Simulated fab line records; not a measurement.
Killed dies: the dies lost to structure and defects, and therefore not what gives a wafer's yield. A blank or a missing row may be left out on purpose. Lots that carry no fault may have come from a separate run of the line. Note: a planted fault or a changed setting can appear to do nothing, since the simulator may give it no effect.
Matching of chambers :: flow gf180mcu :: GF_PASSIVATION_CVD_00 on pecvd-01 has 3 sister chambers
The step deposits SiO2 from TEOS, target thk 1000 nm, time 111.95 s. 6 wafers are shown with their chamber, then 7 later ones without.

== EACH WAFER AND ITS CHAMBER ==
wafer: L080.5
chamber: 1
heaterPowerW (W): 571

wafer: L087.2
chamber: 0
heaterPowerW (W): 588

wafer: L087.4
chamber: 1
heaterPowerW (W): 580

wafer: L087.6
chamber: 2
heaterPowerW (W): 729

wafer: L090.1
chamber: 0
heaterPowerW (W): 682

wafer: L090.4
chamber: 2
heaterPowerW (W): 723

== WAFERS WITH NO CHAMBER GIVEN ==
wafer: L090.5
heaterPowerW (W): 588

wafer: L092.3
heaterPowerW (W): 658

wafer: L092.4
heaterPowerW (W): 738

wafer: L092.6
heaterPowerW (W): 542

wafer: L095.2
heaterPowerW (W): 636

wafer: L095.4
heaterPowerW (W): 685

wafer: L095.5
heaterPowerW (W): 536

== WHICH CHAMBER EACH ONE RAN IN ==
wafer: L090.5
from the rows above: can't be placed: 1 or 0
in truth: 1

wafer: L092.3
from the rows above: can't be placed: 0 or 2 or 1
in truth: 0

wafer: L092.4
from the rows above: 2
in truth: 2

wafer: L092.6
from the rows above: can't be placed: 1 or 0
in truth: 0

wafer: L095.2
from the rows above: can't be placed: 0 or 1
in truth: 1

wafer: L095.4
from the rows above: can't be placed: 2 or 0 or 1
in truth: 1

wafer: L095.5
from the rows above: can't be placed: 1 or 0
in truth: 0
Correctly placed: 1 of 7. These rows do not allow placing 6 (true chamber among the candidates in 6). Wrongly placed: 0.
How it was worked out, from the rows above alone: a wafer's distance from a chamber is the root of the sum, over the readings, of the square of ((its reading less the chamber's mean) divided by the reading's scatter). The wafer belongs to the nearest chamber; if the next one is less than 2 further off, it can't be placed. Each chamber's mean is taken over the wafers shown for it. The scatter is the square root of a quotient: the sum, over the shown wafers, of each reading's squared deviation from its chamber's mean, divided by wafers minus chambers.
